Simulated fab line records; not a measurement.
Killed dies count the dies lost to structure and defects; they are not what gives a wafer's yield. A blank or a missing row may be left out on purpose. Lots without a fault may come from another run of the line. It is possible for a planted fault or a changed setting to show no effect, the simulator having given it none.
Which tool did it?    flow sky130    18 wafers from 6 lots sampled at 3 of the route's 708 steps

== WHAT THE GAUGES READ, wafer by wafer ==
SKY_CAP2M_THK_MEAS_04: measures by xrf.
lot   measured      on            CAP2M_TIN_THK (nm)
L773  day 41 02:13  filmMetro-01  198.3 200.3 198.4
L779  day 42 09:01  filmMetro-01  201.5 204.0 201.7
L782  day 42 19:59  filmMetro-03  201.5 201.9 200.4
L786  day 43 16:29  filmMetro-01  205.2 199.0 200.3
L793  day 45 16:49  filmMetro-01  200.2 201.3 199.7
L796  day 46 03:24  filmMetro-02  203.5 204.4 203.5

== WHAT TOOL EACH LOT RAN ON (gives the tool, then ch and the chambers of the sampled wafers, and finally the start) ==
lot   SKY_LOCAL_INTERCONNECT_ETCH_13    SKY_CAP2M_SPUTTER_02
L773  rieMetal-03 ch 0,1, day 31 20:43  pvdSputter-01, day 41 01:59
L779  rieMetal-04 ch 0, day 33 03:31    pvdSputter-01, day 42 08:46
L782  rieMetal-04 ch 0,1, day 33 17:26  pvdSputter-02, day 42 19:45
L786  rieMetal-01 ch 0,1, day 34 19:07  pvdSputter-01, day 43 16:15
L793  rieMetal-04 ch 0,1, day 37 04:48  pvdSputter-02, day 45 16:35
L796  rieMetal-03 ch 0,1, day 37 16:58  pvdSputter-04, day 46 03:10
- SKY_LOCAL_INTERCONNECT_ETCH_13: etches BARC in N2/H2, stops on SiO2, time 45.9 s, target depth 60 nm.
- SKY_CAP2M_SPUTTER_02: material TiN, target thk 200 nm, time 166.7 s.

== THE ANSWER, worked out from the rows above alone ==
Rule: the lots themselves supply what counts as usual. The widest of any qualifying gaps counts: lots, ordered by their means at a reading, are off when they make up no more than a third of the lots, leave a main group of 4 or more, and stand apart from it by 3 or more times the standard deviation of that group's means. Not used: any main group whose means are identical at the precision the tables above print for the reading. A lot without any number at a reading at which 4 lots or more have one is off too. Any other lot the step has rows for is counted as sound.
Across all readings shown, no lot is off: no conclusion can be drawn from this.

== WHAT WAS PUT IN BY THE SIMULATOR ==
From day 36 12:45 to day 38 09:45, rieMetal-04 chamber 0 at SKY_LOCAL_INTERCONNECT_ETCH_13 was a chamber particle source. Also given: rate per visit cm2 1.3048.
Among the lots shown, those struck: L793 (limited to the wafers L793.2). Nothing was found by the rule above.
